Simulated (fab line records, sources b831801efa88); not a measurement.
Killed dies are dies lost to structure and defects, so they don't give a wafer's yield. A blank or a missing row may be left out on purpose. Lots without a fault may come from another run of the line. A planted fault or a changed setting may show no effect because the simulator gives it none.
Problem report in the 8D (eight disciplines) form, filled by code | flow gf180mcu | the parts of the form that need people (team, actions taken, sign-off) are left out

1. THE PROBLEM
oes_product_au at GF_V5_STRIP_18 reads a mean of 0.601 a.u. on 6 wafers of 2 lots; wafers without a fault read 0.568 a.u. with a standard deviation of 0.0052. That is +6.3 standard deviations from the usual mean.
The step: strips in O2/N2.
First seen on wafer L429.2, day 29 20:32, on plasma_asher-02. The record holds 36 wafers of 12 lots with a number at this step. Rule for "out", or "out of limits": more than 4 standard deviations from the usual mean. The other wafers with a number count as sound.

2. WHAT IT IS AND WHAT IT IS NOT
question                    | is                               | is not
which readings at this step | oes_product_au                   | drypump_motor_current_A, heater_power_w
which lots                  | L429, L430                       | L424, L427, L433, L437, L440, L441, L442, L443, L444, L445
which wafers of those lots  | all that have a number           | -
read on which tools         | plasma_asher-02, plasma_asher-04 | plasma_asher-01
when                        | from day 29 20:32                | up to then (6 sound wafers); but 24 sound wafers of L433, L437, L440, L441, L442, L443, L444, L445 came after

3. SUSPECTS, AND WHAT RULES EACH OUT
Counting: a tool at a process step up to the reading stays a suspect if it ran every lot that is out and no sound lot after the first of them.
- plasma_asher-03 at GF_M5_STRIP_11 (strips in O2/N2): ruled out as a lasting fault. Sound lots L441, L444 ran on it after its first lot that is out, L429 (day 28 19:56).
- cmp-01 at GF_V5_CMP_04 (polishes SiO2): ruled out as a lasting fault. Sound lots L440, L441, L442, L444, L445 ran on it after its first lot that is out, L429 (day 29 01:25).
- litho_track-02 at GF_V5_COAT_09 (resist thk 1000 nm): ruled out as a lasting fault. Sound lots L440, L441, L443, L444 ran on it after its first lot that is out, L429 (day 29 10:00).
Left after counting: nothing in the record.

4. THE CAUSE (what the simulator had put in)
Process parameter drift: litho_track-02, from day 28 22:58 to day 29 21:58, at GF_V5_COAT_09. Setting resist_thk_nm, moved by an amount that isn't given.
Counting ruled it out, wrongly: the rule takes a fault to strike every lot that its tool runs from its start on, and this one did not.

5. THE CHAIN OF EFFECTS, in route order
Each row: a reading whose mean over the struck wafers that have a number lies more than 3 standard deviations from the usual. Only readings for which the record gives a usual standard deviation are gone through. hours: the time from each lot's start at the first step in this table that gives one to its start at this step, as a median over the lots. sigmas: the change in usual standard deviations.
hours | step           | reading        | usual      | on struck wafers | change | sigmas
0     | GF_V5_STRIP_18 | oes_product_au | 0.568 a.u. | 0.601            | +0.033 | +6.3
The process steps in it:
- GF_V5_STRIP_18: strips in O2/N2.

6. WHAT WOULD HAVE CAUGHT IT SOONER
In this record the first reading out of limits was taken at day 29 20:32, 22 hours after the fault began at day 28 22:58.
